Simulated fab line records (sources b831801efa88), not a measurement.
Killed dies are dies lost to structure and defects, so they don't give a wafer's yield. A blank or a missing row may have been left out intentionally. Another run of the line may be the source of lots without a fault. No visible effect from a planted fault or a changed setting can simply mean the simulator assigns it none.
fab line records	flow gf180mcu
[record] lots = 13	wafers = 39	last_day = 34
route steps=602 shown HV_LDD@224 M1@332 V1@360 V2@383
lots with no fault: from the same line, run without faults
start_h: the number of hours between the record's first day and the start of the first shown wafer of the lot	wait_h: hours elapsed since this lot's preceding step	" identical to the entry in the row above	L1.1+2: several wafers, shown together as one row	- no value, or no start given	* or withheld: withheld	< > ~ a bound
route shown NAME@n: a module of which the file shows steps, and the number in the route of the first	usual: mean and standard deviation over wafers with no fault	same: alike in all rows	chamber/n: place in a boat	sites: per-site readings	_std_site: the values' standard deviation	_edge_site: the outer-site mean with the inner-site mean subtracted	radius_mm: how far each site lies from the wafer's centre	mask NAME#n: copy n	behind: tool/chamber where the wafer was last shaped	hold: cause of the lot's hold/its duration in hours/its outcome	device: which transistor (n, p or np) failed to switch	end of line: at the end of the route, the tests of the same wafers	a step given without rows: its recipe and nothing more	killed: dies lost to structure and defects at the first sort, not the wafer's yield	map: a wafer's dies, marking killed ones x, the rest . and places with no die _
set.NAME: setting as actually run; set.NAME@STEP: the setting as run at that earlier step	model.NAME: the simulator's own value behind a step, which no gauge read
a sample of lots followed through the steps of the route, with each step as a table and each wafer as a row
services: when a tool's chamber went out of use (start_h, in hours from the record's first day, below 0 if earlier), for how many hours, and the reason
[[steps]]
[step GF_HV_LDD_IMPLANT_48]
[recipe] species = B	energy_kev = 25	dose_cm2 = 3e+13	tilt_deg = 7
[usual] beam_energy_keV = 25.002/0.0075	beam_on_s = 10.00/0.21	dose_ions_cm2 = 2.999e+13/3.2e+10	end_station_pressure_torr = 5.1e-06/2.5e-07
lot.wafer	tool	chamber	start_h	wait_h	beam_energy_keV	beam_on_s	dose_ions_cm2	end_station_pressure_torr
L819.2	implanter-02	0	286.52	0.0	25.011	10.43	3.001e+13	4.61e-06
L819.3	"	0	"	"	24.996	9.88	2.997e+13	5.64e-06
L819.4	"	0	"	"	25.013	10.03	3.004e+13	5.22e-06
L820.1	implanter-03	0	294.54	0.0	25.014	10.31	2.996e+13	4.92e-06
L820.3	"	0	"	"	25.007	9.72	2.993e+13	5.12e-06
L820.5	"	0	"	"	24.993	10.12	2.995e+13	4.86e-06
L821.1	implanter-03	0	298.56	0.0	25.003	10.08	2.998e+13	5.3e-06
L821.2	"	0	"	"	24.989	9.89	3e+13	5.4e-06
L821.4	"	0	"	"	24.998	10.14	3.001e+13	5.43e-06
L822.3	implanter-04	0	309.56	0.1	25.006	9.62	3.003e+13	5.12e-06
L822.5	"	0	"	"	25.007	9.86	3e+13	4.92e-06
L822.6	"	0	"	"	25.017	9.47	2.997e+13	4.67e-06
L825.2	implanter-03	0	331.81	0.0	24.991	10.08	3e+13	4.95e-06
L825.3	"	0	"	"	24.991	10.02	3.006e+13	5.21e-06
L825.6	"	0	"	"	24.999	10.10	2.998e+13	5.35e-06
L826.1	implanter-04	0	337.84	0.0	25.003	9.90	3.005e+13	5.24e-06
L826.2	"	0	"	"	24.995	9.78	3.002e+13	4.65e-06
L826.5	"	0	"	"	25.007	9.99	3.004e+13	5.01e-06
L828.1	implanter-03	0	354.83	0.0	20.261	10.21	3.004e+13	5.64e-06
L828.3	"	0	"	"	20.258	9.82	3e+13	4.79e-06
L828.5	"	0	"	"	20.255	9.96	2.999e+13	5.02e-06
L829.1	implanter-03	0	359.83	0.0	20.266	10.26	2.995e+13	5.28e-06
L829.3	"	0	"	"	20.271	10.07	2.997e+13	4.98e-06
L829.5	"	0	"	"	20.262	9.96	3.006e+13	4.95e-06
L830.1	implanter-02	0	368.95	0.0	24.998	10.42	2.999e+13	5.39e-06
L830.3	"	0	"	"	24.994	9.97	3e+13	4.51e-06
L830.4	"	0	"	"	25.000	9.84	3e+13	5.04e-06
L838.1	implanter-02	0	432.18	0.0	24.992	9.99	3.002e+13	5.25e-06
L838.2	"	0	"	"	25.001	10.11	3.003e+13	5.29e-06
L838.5	"	0	"	"	25.004	10.05	2.997e+13	4.74e-06
L839.2	implanter-03	0	441.38	0.0	24.995	9.99	2.997e+13	5.01e-06
L839.3	"	0	"	"	25.006	10.04	2.999e+13	5.2e-06
L839.6	"	0	"	"	25.005	10.13	2.998e+13	5.6e-06
L840.1	implanter-02	0	462.14	0.0	24.993	9.82	2.999e+13	4.99e-06
L840.4	"	0	"	"	25.000	10.04	3.004e+13	5.1e-06
L840.6	"	0	"	"	25.002	9.95	2.996e+13	5.27e-06
L841.2	implanter-04	0	465.61	0.0	24.998	10.00	2.996e+13	5.1e-06
L841.5	"	0	"	"	25.004	10.00	2.996e+13	4.84e-06
L841.6	"	0	"	"	25.007	9.99	3.004e+13	5.69e-06
[step GF_M1_STRIP_17]
[recipe] chemistry = O2/N2	power_w = 1400	pressure_mtorr = 1500	platen_temp_c = 250	o2_flow_sccm = 3000	n2_flow_sccm = 300	overash_fraction = 0.5
[usual] drypump_motor_current_A = 5.60/0.2	heater_power_w = 330/32	n2_flow_sccm = 300.1/0.93	oes_product_au = 0.537/0.0049	strip_time_to_endpoint_s = 7.37/0.059
[same] overash_fraction = 0.5
lot.wafer	tool	chamber	start_h	wait_h	drypump_motor_current_A	heater_power_w	n2_flow_sccm	oes_product_au	rf_hours_counter_h	strip_time_to_endpoint_s
L819.2	plasma_asher-02	0	402.66	0.1	5.71	327	298.4	0.534	64	7.38
L819.3	"	0	"	"	5.70	321	299.0	0.541	-	7.43
L819.4	"	1	"	"	5.45	386	298.6	0.531	-	7.21
L820.1	plasma_asher-04	0	411.84	0.1	5.24	326	300.1	0.533	82	7.33
L820.3	"	0	"	"	5.24	321	301.5	0.540	-	7.39
L820.5	"	0	"	"	5.24	319	301.7	0.536	-	7.33
L821.1	plasma_asher-02	1	414.63	0.1	5.46	389	298.6	0.543	65	7.30
L821.2	"	0	"	"	5.71	329	300.2	0.538	65	7.44
L821.4	"	0	"	"	5.71	321	299.3	0.530	-	7.36
L822.3	plasma_asher-03	1	430.62	0.1	5.56	347	299.7	0.535	-	7.36
L822.5	"	0	"	"	5.76	317	301.6	0.543	-	7.34
L822.6	"	1	"	"	5.56	339	299.7	0.529	-	7.38
L825.2	plasma_asher-02	1	454.78	0.1	5.47	387	300.0	0.538	70	7.48
L825.3	"	1	"	"	5.47	382	299.8	0.541	-	7.45
L825.6	"	1	"	"	5.46	387	299.8	0.542	-	7.49
L826.1	plasma_asher-04	0	461.51	0.1	5.24	317	299.9	0.539	88	7.38
L826.2	"	1	"	"	5.80	269	301.4	0.546	88	7.47
L826.5	"	0	"	"	5.24	321	300.4	0.541	-	7.45
L828.1	plasma_asher-02	0	480.06	0.1	5.69	320	300.4	0.539	72	7.40
L828.3	"	1	"	"	5.44	379	299.7	0.536	-	7.32
L828.5	"	0	"	"	5.70	322	300.4	0.539	-	7.32
L829.1	plasma_asher-03	1	485.29	0.1	5.56	336	299.8	0.532	36	7.38
L829.3	"	0	"	"	5.79	330	300.1	0.530	-	7.37
L829.5	"	1	"	"	5.58	345	299.3	0.528	-	7.33
L830.1	plasma_asher-03	1	495.14	0.1	5.56	344	301.2	0.534	37	7.30
L830.3	"	0	"	"	5.83	324	300.7	0.532	-	7.29
L830.4	"	1	"	"	5.56	338	302.5	0.532	-	7.39
L838.1	plasma_asher-04	1	557.78	0.1	5.80	274	300.2	0.530	96	7.31
L838.2	"	0	"	"	5.25	316	299.8	0.538	96	7.31
L838.5	"	1	"	"	5.81	273	298.7	0.535	-	7.35
L839.2	plasma_asher-02	0	565.94	0.1	5.69	323	300.7	0.532	82	7.34
L839.3	"	1	"	"	5.46	390	301.7	0.533	-	7.38
L839.6	"	1	"	"	5.45	380	301.4	0.539	-	7.35
L840.1	plasma_asher-04	0	584.74	0.2	5.22	319	299.1	0.535	99	7.31
L840.4	"	1	"	"	5.83	278	298.2	0.538	-	7.33
L840.6	"	1	"	"	5.84	280	299.5	0.537	-	7.35
L841.2	plasma_asher-03	0	587.08	0.1	5.81	335	298.8	0.540	48	7.31
L841.5	"	1	"	"	5.56	339	299.2	0.538	-	7.28
L841.6	"	0	"	"	5.77	314	300.6	0.545	-	7.43
[step GF_V1_THK_MEAS_25]
[recipe] thk_meas_gauge = xrf	reads = W_of_V1_CVD_23
[usual] V1_W_THK = 341/4
lot.wafer	tool	chamber	start_h	wait_h	V1_W_THK[nm]
L819.2	film_metro-02	-	428.47	0.1	340
L819.3	"	-	"	"	333
L819.4	"	-	"	"	339
L820.1	film_metro-01	-	438.20	0.1	339
L820.3	"	-	"	"	345
L820.5	"	-	"	"	346
L821.1	film_metro-02	-	440.80	0.1	337
L821.2	"	-	"	"	338
L821.4	"	-	"	"	338
L822.3	film_metro-01	-	458.02	0.1	336
L822.5	"	-	"	"	341
L822.6	"	-	"	"	341
L825.2	film_metro-02	-	481.76	0.1	340
L825.3	"	-	"	"	342
L825.6	"	-	"	"	340
L826.1	film_metro-02	-	488.10	0.1	342
L826.2	"	-	"	"	337
L826.5	"	-	"	"	339
L828.1	film_metro-03	-	506.72	0.1	340
L828.3	"	-	"	"	342
L828.5	"	-	"	"	340
L829.1	film_metro-01	-	511.29	0.1	335
L829.3	"	-	"	"	336
L829.5	"	-	"	"	337
L830.1	film_metro-03	-	521.45	0.1	344
L830.3	"	-	"	"	342
L830.4	"	-	"	"	344
L838.1	film_metro-01	-	582.63	0.1	346
L838.2	"	-	"	"	345
L838.5	"	-	"	"	348
L839.2	film_metro-03	-	589.82	0.1	342
L839.3	"	-	"	"	340
L839.6	"	-	"	"	346
L840.1	film_metro-01	-	608.70	0.1	341
L840.4	"	-	"	"	337
L840.6	"	-	"	"	340
L841.2	film_metro-03	-	610.54	0.1	346
L841.5	"	-	"	"	348
L841.6	"	-	"	"	350
[step GF_V2_THK_MEAS_01]
[recipe] reads = SiO2_of_V2_CVD_00
[usual] V2_CVD_00_THK = 600/6.2
lot.wafer	tool	chamber	start_h	wait_h	V2_CVD_00_THK[nm]
L819.2	film_metro-04	-	454.20	0.0	600
L819.3	"	-	"	"	600
L819.4	"	-	"	"	606
L820.1	film_metro-02	-	464.07	0.0	611
L820.3	"	-	"	"	607
L820.5	"	-	"	"	608
L821.1	film_metro-03	-	466.39	0.0	601
L821.2	"	-	"	"	610
L821.4	"	-	"	"	602
L822.3	film_metro-04	-	483.79	0.1	608
L822.5	"	-	"	"	610
L822.6	"	-	"	"	607
L825.2	film_metro-02	-	507.79	0.0	594
L825.3	"	-	"	"	597
L825.6	"	-	"	"	593
L826.1	film_metro-04	-	513.39	0.0	594
L826.2	"	-	"	"	601
L826.5	"	-	"	"	598
L828.1	film_metro-04	-	531.23	0.0	592
L828.3	"	-	"	"	602
L828.5	"	-	"	"	598
L829.1	film_metro-02	-	535.59	0.0	602
L829.3	"	-	"	"	604
L829.5	"	-	"	"	606
L830.1	film_metro-02	-	545.54	0.0	608
L830.3	"	-	"	"	600
L830.4	"	-	"	"	613
L838.1	film_metro-03	-	605.88	0.0	600
L838.2	"	-	"	"	602
L838.5	"	-	"	"	599
L839.2	film_metro-02	-	612.06	0.0	588
L839.3	"	-	"	"	602
L839.6	"	-	"	"	589
L840.1	film_metro-02	-	630.57	0.0	602
L840.4	"	-	"	"	590
L840.6	"	-	"	"	596
L841.2	film_metro-02	-	632.50	0.0	598
L841.5	"	-	"	"	599
L841.6	"	-	"	"	600
[[services]]
tool	chamber	start_h	hours	kind
plasma_asher-03	-	280.49	16.2	pm
implanter-03	-	336.41	3.3	repair
plasma_asher-02	-	340.45	2.7	repair
implanter-03	-	357.60	1.8	repair
plasma_asher-03	-	360.69	10.0	repair
plasma_asher-02	-	380.05	0.6	repair
plasma_asher-03	-	381.80	1.7	repair
plasma_asher-02	-	382.30	1.6	repair
implanter-04	-	389.88	2.9	repair
implanter-04	-	396.34	3.8	pm
implanter-02	-	410.59	5.2	repair
implanter-03	-	444.46	0.6	repair
implanter-03	-	485.52	6.0	repair
implanter-03	-	494.44	1.1	repair
plasma_asher-04	-	506.05	14.6	pm
implanter-03	-	515.44	3.2	repair
implanter-02	-	549.50	1.2	repair
implanter-03	-	560.33	0.6	repair
[[key]]
[first_sign] step = GF_HV_LDD_IMPLANT_48	reading = beam_energy_keV	direction = down	sigmas = 99+	usual = 25.002	struck = 20.262
effect none on later readings
met_at GF_HV_LDD_IMPLANT_48
struck_lots L828,L829
tester_left_out L828,L829
not_acting_at GF_M1_STRIP_17,GF_V1_THK_MEAS_25,GF_V2_THK_MEAS_01
onset_between 331.81 354.83
[fault] kind = process_parameter_drift	tool = implanter-03	chamber = -	onset_h = 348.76	steps = GF_HV_LDD_IMPLANT_48	channel = energy_kev	offset = -4.7535	shape = step	end_h = 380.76	acts_in = these_recipes_only	stated = 25
// tester_left_out: of these lots the tester's yield and bins aren't shown, on N5 and GAA mostly nor the transistor test; their killed dies are dies lost to structure and defects alone, not to doping, threshold or leakage, so they don't give the yield
